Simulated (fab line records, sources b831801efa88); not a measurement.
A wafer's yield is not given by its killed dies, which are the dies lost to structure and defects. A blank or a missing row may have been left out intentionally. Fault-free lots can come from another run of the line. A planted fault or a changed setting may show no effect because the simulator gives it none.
fab line records | flow sky130
[record] lots = 14 | wafers = 42 | last_day = 49
route steps=708 shown FIELD_ISO@9 VIA3@585 CAP2M@605
lots untouched by any fault: they come from a run of this same line in which no faults occurred
start_h: start of the lot's first displayed wafer, in hours after the record's first day | wait_h: hours since the lot's step before | " unchanged from the row above | L1.1+2: one row covering several wafers at once | - no value, or no start was given | * or withheld: withheld | < > ~ a bound
route shown NAME@n: NAME is a module with steps in the file, n the number in the route of the first one | usual: mean and standard deviation over wafers with no fault | same: alike in all rows | chamber/n: place in a boat | sites: each site's reading | _std_site: standard deviation of those values | _edge_site: mean of outer sites minus mean of inner sites | radius_mm: how far each site lies from the wafer's centre | mask NAME#n: copy n | behind: tool/chamber where the wafer was last shaped | hold: the reason the lot was held/the length of the hold in hours/how it ended | device: names the non-switching transistor (n, p or np) | end of line: at the end of the route, the tests of the same wafers | a step given without rows: its recipe and nothing more | killed: at the first sort, the dies lost to defects and structure; wafer yield is something else | map: the dies of a wafer, with x for killed, . for not killed, _ for no die there
set.NAME: the setting as run; set.NAME@STEP: as run at that earlier step | model.NAME: the simulator's own value behind a step, which no gauge read
the route's steps for a sample of lots (tables are steps, rows are wafers)
services: from which hour (start_h, from the record's first day; less than 0 if before it) a tool's chamber was out of use, for how many hours, and why
[[steps]]
[step SKY_FIELD_ISO_COAT_08]
[recipe] resist = KrF-thick | spin_rpm = 3000 | resist_thk_nm = 450
[usual] chill_plate_temp_C = 23.02/0.1 | spin_speed_rpm = 3000.0/1.6
lot.wafer | tool           | chamber | start_h | wait_h | chill_plate_temp_C | spin_speed_rpm
L523.3    | litho_track-01 | 0       | 21      | -      | 23.08              | 3000.5
L523.4    | "              | 0       | "       | "      | 22.91              | 2998.6
L523.5    | "              | 0       | "       | "      | 23.03              | 3000.6
L524.4    | litho_track-01 | 0       | 27      | -      | 23.11              | 2998.6
L524.5    | "              | 0       | "       | "      | 22.93              | 3000.3
L524.6    | "              | 0       | "       | "      | 23.10              | 3000.7
L525.1    | litho_track-03 | 0       | 30      | -      | 23.03              | 3000.4
L525.3    | "              | 0       | "       | "      | 23.08              | 2998.1
L525.5    | "              | 0       | "       | "      | 23.02              | 2995.3
L527.1    | litho_track-01 | 0       | 44      | -      | 22.88              | 2999.6
L527.4    | "              | 0       | "       | "      | 23.05              | 2997.8
L527.5    | "              | 0       | "       | "      | 22.88              | 2999.3
L528.1    | litho_track-01 | 0       | 51      | -      | 22.99              | 2999.4
L528.3    | "              | 0       | "       | "      | 23.05              | 2998.0
L528.5    | "              | 0       | "       | "      | 23.02              | 2999.3
L529.2    | litho_track-04 | 0       | 53      | -      | 23.07              | 3002.5
L529.3    | "              | 0       | "       | "      | 23.05              | 3000.8
L529.6    | "              | 0       | 54      | -      | 23.03              | 3002.1
L530.1    | litho_track-01 | 0       | 58      | -      | 22.98              | 2999.2
L530.2    | "              | 0       | "       | "      | 22.95              | 3002.8
L530.4    | "              | 0       | "       | "      | 22.79              | 3001.1
L531.1    | litho_track-03 | 0       | 62      | -      | 22.86              | 2997.6
L531.3    | "              | 0       | "       | "      | 23.01              | 2995.6
L531.6    | "              | 0       | "       | "      | 22.95              | 2998.4
L535.1    | litho_track-03 | 0       | 81      | -      | 23.07              | 3002.7
L535.2    | "              | 0       | "       | "      | 23.17              | 3002.7
L535.5    | "              | 0       | "       | "      | 22.90              | 3002.3
L536.2    | litho_track-03 | 0       | 86      | -      | 23.02              | 2996.4
L536.3    | "              | 0       | "       | "      | 22.90              | 2998.4
L536.5    | "              | 0       | "       | "      | 22.95              | 2999.4
L537.1    | litho_track-04 | 0       | 93      | -      | 23.02              | 2833.4
L537.2    | "              | 0       | "       | "      | 22.96              | 2833.6
L537.4    | "              | 0       | "       | "      | 23.02              | 2832.9
L538.2    | litho_track-04 | 0       | 98      | -      | 23.08              | 2831.1
L538.4    | "              | 0       | "       | "      | 23.01              | 2832.3
L538.5    | "              | 0       | "       | "      | 23.11              | 2832.0
L542.1    | litho_track-03 | 0       | 118     | -      | 23.02              | 3000.2
L542.2    | "              | 0       | "       | "      | 22.93              | 2999.2
L542.5    | "              | 0       | "       | "      | 23.05              | 3000.2
L544.2    | litho_track-03 | 0       | 127     | -      | 23.14              | 3002.1
L544.3    | "              | 0       | "       | "      | 23.05              | 2998.6
L544.5    | "              | 0       | "       | "      | 23.11              | 3000.0
[step SKY_VIA3_CD_MEAS_12]
[recipe] target_cd_nm = 200
[usual] cd_nm = 200.2/1.5
lot.wafer | tool      | chamber | start_h | wait_h | cd_nm
L523.3    | cd_sem-02 | -       | 922.30  | -      | 201.7
L523.4    | "         | -       | "       | "      | 202.1
L523.5    | "         | -       | "       | "      | 199.8
L524.4    | cd_sem-01 | -       | 939.03  | -      | 199.7
L524.5    | "         | -       | "       | "      | 198.7
L524.6    | "         | -       | "       | "      | 200.3
L525.1    | cd_sem-02 | -       | 940.42  | -      | 202.8
L525.3    | "         | -       | "       | "      | 202.8
L525.5    | "         | -       | "       | "      | 201.0
L527.1    | cd_sem-02 | -       | 956.18  | -      | 201.0
L527.4    | "         | -       | "       | "      | 200.8
L527.5    | "         | -       | "       | "      | 201.0
L528.1    | cd_sem-02 | -       | 970.38  | -      | 198.8
L528.3    | "         | -       | "       | "      | 199.5
L528.5    | "         | -       | "       | "      | 198.7
L529.2    | cd_sem-01 | -       | 971.79  | -      | 200.0
L529.3    | "         | -       | "       | "      | 200.8
L529.6    | "         | -       | "       | "      | 199.5
L530.1    | cd_sem-02 | -       | 977.88  | -      | 198.0
L530.2    | "         | -       | "       | "      | 198.8
L530.4    | "         | -       | "       | "      | 199.0
L531.1    | cd_sem-01 | -       | 998.83  | -      | 199.7
L531.3    | "         | -       | "       | "      | 199.9
L531.6    | "         | -       | "       | "      | 200.5
L535.1    | cd_sem-01 | -       | 1013.57 | -      | 199.9
L535.2    | "         | -       | "       | "      | 200.5
L535.5    | "         | -       | "       | "      | 200.6
L536.2    | cd_sem-01 | -       | 1018.84 | -      | 200.1
L536.3    | "         | -       | "       | "      | 199.9
L536.5    | "         | -       | "       | "      | 199.9
L537.1    | cd_sem-01 | -       | 1026.21 | -      | 200.9
L537.2    | "         | -       | "       | "      | 201.3
L537.4    | "         | -       | "       | "      | 201.7
L538.2    | cd_sem-02 | -       | 1034.68 | -      | 203.1
L538.4    | "         | -       | "       | "      | 201.8
L538.5    | "         | -       | "       | "      | 202.7
L542.1    | cd_sem-01 | -       | 1056.33 | -      | 199.5
L542.2    | "         | -       | "       | "      | 200.3
L542.5    | "         | -       | "       | "      | 198.7
L544.2    | cd_sem-02 | -       | 1065.19 | -      | 199.4
L544.3    | "         | -       | "       | "      | 198.8
L544.5    | "         | -       | "       | "      | 200.2
[step SKY_CAP2M_SPUTTER_02]
[recipe] material = TiN | target_thk_nm = 200 | temp_c = 300 | power_w = 6500 | time_s = 166.7 | chamber_pressure_pa = 0.4
[usual] throttle_valve_pct = 30.3/0.97
lot.wafer | tool           | chamber | start_h | wait_h | throttle_valve_pct
L523.3    | pvd_sputter-01 | -       | 924.10  | 0.0    | 31.7
L523.4    | "              | -       | "       | "      | 30.3
L523.5    | "              | -       | "       | "      | 31.7
L524.4    | pvd_sputter-03 | -       | 940.75  | 0.0    | 29.5
L524.5    | "              | -       | "       | "      | 29.1
L524.6    | "              | -       | "       | "      | 30.8
L525.1    | pvd_sputter-02 | -       | 942.18  | 0.1    | 30.9
L525.3    | "              | -       | "       | "      | 31.4
L525.5    | "              | -       | "       | "      | 31.2
L527.1    | pvd_sputter-01 | -       | 957.97  | 0.1    | 28.9
L527.4    | "              | -       | "       | "      | 30.2
L527.5    | "              | -       | "       | "      | 32.0
L528.1    | pvd_sputter-03 | -       | 972.14  | 0.1    | 29.6
L528.3    | "              | -       | "       | "      | 30.7
L528.5    | "              | -       | "       | "      | 31.1
L529.2    | pvd_sputter-01 | -       | 973.77  | 0.0    | 30.2
L529.3    | "              | -       | "       | "      | 31.8
L529.6    | "              | -       | "       | "      | 31.9
L530.1    | pvd_sputter-03 | -       | 980.04  | 0.1    | 30.8
L530.2    | "              | -       | "       | "      | 30.9
L530.4    | "              | -       | "       | "      | 29.1
L531.1    | pvd_sputter-02 | -       | 1000.63 | 0.1    | 29.5
L531.3    | "              | -       | "       | "      | 31.4
L531.6    | "              | -       | "       | "      | 30.8
L535.1    | pvd_sputter-01 | -       | 1015.36 | 0.1    | 28.9
L535.2    | "              | -       | "       | "      | 30.7
L535.5    | "              | -       | "       | "      | 32.0
L536.2    | pvd_sputter-01 | -       | 1020.59 | 0.0    | 29.5
L536.3    | "              | -       | "       | "      | 28.8
L536.5    | "              | -       | "       | "      | 28.6
L537.1    | pvd_sputter-02 | -       | 1027.95 | 0.1    | 31.3
L537.2    | "              | -       | "       | "      | 29.6
L537.4    | "              | -       | "       | "      | 31.0
L538.2    | pvd_sputter-02 | -       | 1036.40 | 0.0    | 30.9
L538.4    | "              | -       | "       | "      | 29.6
L538.5    | "              | -       | "       | "      | 29.3
L542.1    | pvd_sputter-01 | -       | 1058.08 | 0.1    | 29.5
L542.2    | "              | -       | "       | "      | 30.4
L542.5    | "              | -       | "       | "      | 28.6
L544.2    | pvd_sputter-02 | -       | 1066.92 | 0.0    | 31.2
L544.3    | "              | -       | "       | "      | 30.9
L544.5    | "              | -       | "       | "      | 30.7
[step SKY_CAP2M_OVL_MEAS_12]
[usual] CAP2M_OVL = -0.6/1.5
lot.wafer | tool       | chamber | start_h | wait_h | CAP2M_OVL[nm]
L523.3    | overlay-01 | -       | 949.57  | 0.1    | 1.0
L523.4    | "          | -       | "       | "      | 0.2
L523.5    | "          | -       | "       | "      | -0.3
L524.4    | overlay-01 | -       | 964.70  | 0.1    | -0.7
L524.5    | "          | -       | "       | "      | -3.9
L524.6    | "          | -       | "       | "      | -0.9
L525.1    | overlay-01 | -       | 966.08  | 0.1    | -0.7
L525.3    | "          | -       | "       | "      | 1.4
L525.5    | "          | -       | "       | "      | 0.5
L527.1    | overlay-01 | -       | 981.80  | 0.1    | 2.2
L527.4    | "          | -       | "       | "      | 1.7
L527.5    | "          | -       | "       | "      | 1.6
L528.1    | overlay-01 | -       | 995.41  | 0.1    | -1.4
L528.3    | "          | -       | "       | "      | -0.2
L528.5    | "          | -       | "       | "      | -0.8
L529.2    | overlay-02 | -       | 997.41  | 0.1    | -0.3
L529.3    | "          | -       | "       | "      | -2.3
L529.6    | "          | -       | "       | "      | -1.1
L530.1    | overlay-02 | -       | 1003.81 | 0.1    | -0.5
L530.2    | "          | -       | "       | "      | -1.8
L530.4    | "          | -       | "       | "      | -1.8
L531.1    | overlay-02 | -       | 1023.57 | 0.1    | -2.8
L531.3    | "          | -       | "       | "      | -1.8
L531.6    | "          | -       | "       | "      | -2.1
L535.1    | overlay-01 | -       | 1037.52 | 0.1    | -0.4
L535.2    | "          | -       | "       | "      | 2.5
L535.5    | "          | -       | "       | "      | 1.1
L536.2    | overlay-02 | -       | 1043.17 | 0.1    | -0.9
L536.3    | "          | -       | "       | "      | -3.2
L536.5    | "          | -       | "       | "      | -2.4
L537.1    | overlay-02 | -       | 1050.12 | 0.1    | -1.9
L537.2    | "          | -       | "       | "      | -1.5
L537.4    | "          | -       | "       | "      | -1.6
L538.2    | overlay-01 | -       | 1058.56 | 0.1    | -3.1
L538.4    | "          | -       | "       | "      | -0.7
L538.5    | "          | -       | "       | "      | -2.2
L542.1    | overlay-01 | -       | 1079.12 | 0.1    | 0.6
L542.2    | "          | -       | "       | "      | -0.3
L542.5    | "          | -       | "       | "      | 0.6
L544.2    | overlay-01 | -       | 1087.62 | 0.1    | 0.2
L544.3    | "          | -       | "       | "      | 0.0
L544.5    | "          | -       | "       | "      | 0.2
[[services]]
tool           | chamber | start_h | hours | kind
pvd_sputter-01 | -       | 3.22    | 2.3   | repair
pvd_sputter-01 | -       | 24.18   | 5.5   | repair
pvd_sputter-03 | -       | 68.24   | 2.3   | repair
pvd_sputter-03 | -       | 96.72   | 7.4   | repair
pvd_sputter-01 | -       | 114.08  | 6.6   | repair
pvd_sputter-01 | -       | 144.50  | 1.9   | repair
pvd_sputter-01 | -       | 157.18  | 2.7   | repair
pvd_sputter-02 | -       | 216.20  | 6.0   | repair
pvd_sputter-02 | -       | 234.37  | 0.9   | repair
pvd_sputter-02 | -       | 323.69  | 6.5   | repair
pvd_sputter-01 | -       | 338.34  | 6.0   | repair
pvd_sputter-01 | -       | 436.81  | 4.5   | repair
pvd_sputter-03 | -       | 785.90  | 0.6   | repair
pvd_sputter-02 | -       | 792.13  | 35.0  | repair
pvd_sputter-01 | -       | 801.92  | 4.3   | repair
pvd_sputter-03 | -       | 808.86  | 1.8   | repair
pvd_sputter-02 | -       | 811.43  | 4.6   | repair
pvd_sputter-02 | -       | 823.34  | 5.6   | repair
pvd_sputter-01 | -       | 853.17  | 3.4   | repair
pvd_sputter-01 | -       | 905.09  | 2.3   | repair
pvd_sputter-03 | -       | 917.65  | 5.4   | repair
pvd_sputter-02 | -       | 947.45  | 3.3   | repair
pvd_sputter-03 | -       | 958.88  | 1.4   | repair
pvd_sputter-02 | -       | 1045.33 | 0.7   | repair
[[key]]
[first_sign] step = SKY_FIELD_ISO_COAT_08 | reading = spin_speed_rpm | direction = down | sigmas = 99+ | usual = 3000.0 | struck = 2832.6
effect none on later readings
met_at SKY_FIELD_ISO_COAT_08
struck_lots L537,L538
tester_left_out L537,L538
not_acting_at SKY_VIA3_CD_MEAS_12,SKY_CAP2M_SPUTTER_02,SKY_CAP2M_OVL_MEAS_12
onset_between 53 93
[fault] kind = process_parameter_drift | tool = litho_track-04 | chamber = - | onset_h = 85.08 | steps = SKY_FIELD_ISO_COAT_08 | channel = spin_rpm | offset = -168.66 | shape = step | end_h = 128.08 | acts_in = these_recipes_only | stated = 3000
// tester_left_out: of these lots the tester's yield and bins aren't shown, on N5 and GAA mostly nor the transistor test; their killed dies are dies lost to structure and defects alone, not to doping, threshold or leakage, so they don't give the yield
